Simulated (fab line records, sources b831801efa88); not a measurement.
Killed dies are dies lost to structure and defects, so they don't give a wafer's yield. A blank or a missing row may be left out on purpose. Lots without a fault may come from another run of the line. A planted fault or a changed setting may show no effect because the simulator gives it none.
A sampling plan put to the test | flow sky130 | one fab line, 15 faults that these records tell of, each judged on the records of the lots that it struck
The plan is the line's own looks: the steps of the route at which a gauge or an inspection reads the wafer and doesn't change it. A look can be judged if struck wafers have a number there and the file gives its usual mean and standard deviation on fault-free wafers. Caught: at a look after the fault's first step, the mean of the struck wafers lies 4 or more of those standard deviations (sigma) from the usual mean. On the tool: the same test on the tool's own readings at the fault's steps. Another recipe on the struck wafers, or a record that is blank for them alone, also counts as caught.

THE FAULTS, as the simulator had put them in
1. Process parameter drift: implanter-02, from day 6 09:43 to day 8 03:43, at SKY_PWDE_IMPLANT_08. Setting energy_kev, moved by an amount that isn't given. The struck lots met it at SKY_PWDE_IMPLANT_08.
2. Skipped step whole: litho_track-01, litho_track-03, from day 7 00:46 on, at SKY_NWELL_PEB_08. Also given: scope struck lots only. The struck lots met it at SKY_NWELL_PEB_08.
3. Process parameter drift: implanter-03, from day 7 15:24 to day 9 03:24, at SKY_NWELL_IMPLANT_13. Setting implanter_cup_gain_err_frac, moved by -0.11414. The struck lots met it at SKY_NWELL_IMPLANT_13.
4. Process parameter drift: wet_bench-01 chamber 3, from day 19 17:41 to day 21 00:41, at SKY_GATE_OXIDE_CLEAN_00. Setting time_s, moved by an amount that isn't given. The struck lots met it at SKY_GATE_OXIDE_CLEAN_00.
5. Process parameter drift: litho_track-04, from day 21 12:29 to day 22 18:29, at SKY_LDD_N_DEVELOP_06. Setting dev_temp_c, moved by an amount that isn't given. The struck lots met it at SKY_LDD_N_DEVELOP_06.
6. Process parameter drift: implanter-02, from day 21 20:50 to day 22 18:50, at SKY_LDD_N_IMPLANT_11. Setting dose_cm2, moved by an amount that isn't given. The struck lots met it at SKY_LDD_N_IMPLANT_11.
7. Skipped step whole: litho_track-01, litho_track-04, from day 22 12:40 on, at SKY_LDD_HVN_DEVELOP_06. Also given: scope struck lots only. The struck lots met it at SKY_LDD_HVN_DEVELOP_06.
8. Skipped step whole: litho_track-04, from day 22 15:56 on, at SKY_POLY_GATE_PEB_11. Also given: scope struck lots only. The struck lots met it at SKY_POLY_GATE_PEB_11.
9. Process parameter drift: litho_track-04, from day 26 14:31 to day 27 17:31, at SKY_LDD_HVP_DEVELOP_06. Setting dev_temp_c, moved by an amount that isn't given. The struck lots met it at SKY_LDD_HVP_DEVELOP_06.
10. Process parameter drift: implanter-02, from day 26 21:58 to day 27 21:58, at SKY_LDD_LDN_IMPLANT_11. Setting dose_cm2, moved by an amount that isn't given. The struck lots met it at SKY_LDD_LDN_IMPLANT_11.
11. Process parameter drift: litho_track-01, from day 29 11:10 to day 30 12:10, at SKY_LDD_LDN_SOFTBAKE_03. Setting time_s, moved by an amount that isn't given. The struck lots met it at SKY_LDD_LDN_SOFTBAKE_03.
12. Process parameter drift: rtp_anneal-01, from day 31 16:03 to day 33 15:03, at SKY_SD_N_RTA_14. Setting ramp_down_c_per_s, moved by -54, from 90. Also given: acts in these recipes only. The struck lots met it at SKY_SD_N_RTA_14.
13. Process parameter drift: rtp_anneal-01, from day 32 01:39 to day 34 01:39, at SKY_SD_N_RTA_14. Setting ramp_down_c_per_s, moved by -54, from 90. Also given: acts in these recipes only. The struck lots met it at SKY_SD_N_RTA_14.
14. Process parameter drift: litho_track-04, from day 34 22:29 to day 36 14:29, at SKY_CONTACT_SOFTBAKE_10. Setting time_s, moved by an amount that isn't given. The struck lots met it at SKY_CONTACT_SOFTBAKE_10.
15. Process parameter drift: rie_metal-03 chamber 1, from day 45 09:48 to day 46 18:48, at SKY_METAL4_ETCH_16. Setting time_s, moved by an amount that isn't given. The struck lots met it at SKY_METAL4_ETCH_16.

WHAT THE PLAN SAW
fault | on the tool itself                               | first look that catches it                   | reading, sigma | median hours from its first step to that look | hours from the fault's start to the first struck lot there | judged looks passed uncaught
1     | beam_energy_keV -99 or beyond sigma              | no look after it can be judged               | -              | -                                             | -                                                          | 0
2     | the tool's record is blank for the struck wafers | no look after it can be judged               | -              | -                                             | -                                                          | 0
3     | beam_on_s +6.0 sigma                             | no look after it can be judged               | -              | -                                             | -                                                          | 0
4     | run_length_s -29 sigma                           | not the one look that can be judged after it | -              | -                                             | -                                                          | 1
5     | developer_temp_C -8.7 sigma                      | no look after it can be judged               | -              | -                                             | -                                                          | 0
6     | dose_ions_cm2 +62 sigma                          | no look after it can be judged               | -              | -                                             | -                                                          | 0
7     | the tool's record is blank for the struck wafers | no look after it can be judged               | -              | -                                             | -                                                          | 0
8     | no reading that can be judged                    | no look after it can be judged               | -              | -                                             | -                                                          | 0
9     | developer_temp_C +8.2 sigma                      | not the one look that can be judged after it | -              | -                                             | -                                                          | 1
10    | dose_ions_cm2 +99 or beyond sigma                | not the one look that can be judged after it | -              | -                                             | -                                                          | 1
11    | run_length_s +86 sigma                           | no look after it can be judged               | -              | -                                             | -                                                          | 0
12    | ramp_down_c_per_s -99 or beyond sigma            | not the one look that can be judged after it | -              | -                                             | -                                                          | 1
13    | ramp_down_c_per_s -99 or beyond sigma            | no look after it can be judged               | -              | -                                             | -                                                          | 0
14    | run_length_s -56 sigma                           | no look after it can be judged               | -              | -                                             | -                                                          | 0
15    | run_length_s -12 sigma                           | no look after it can be judged               | -              | -                                             | -                                                          | 0
A dash: the fault isn't caught, or these records don't give the number.

Caught at a look: 0 of 15. Caught on the tool: 14 of 15. By one or the other: 14 of 15.
Caught on the tool alone: faults 1, 2, 3, 4, 5, 6, 7, 9, 10, 11, 12, 13, 14, 15.
Caught by neither: fault 8.
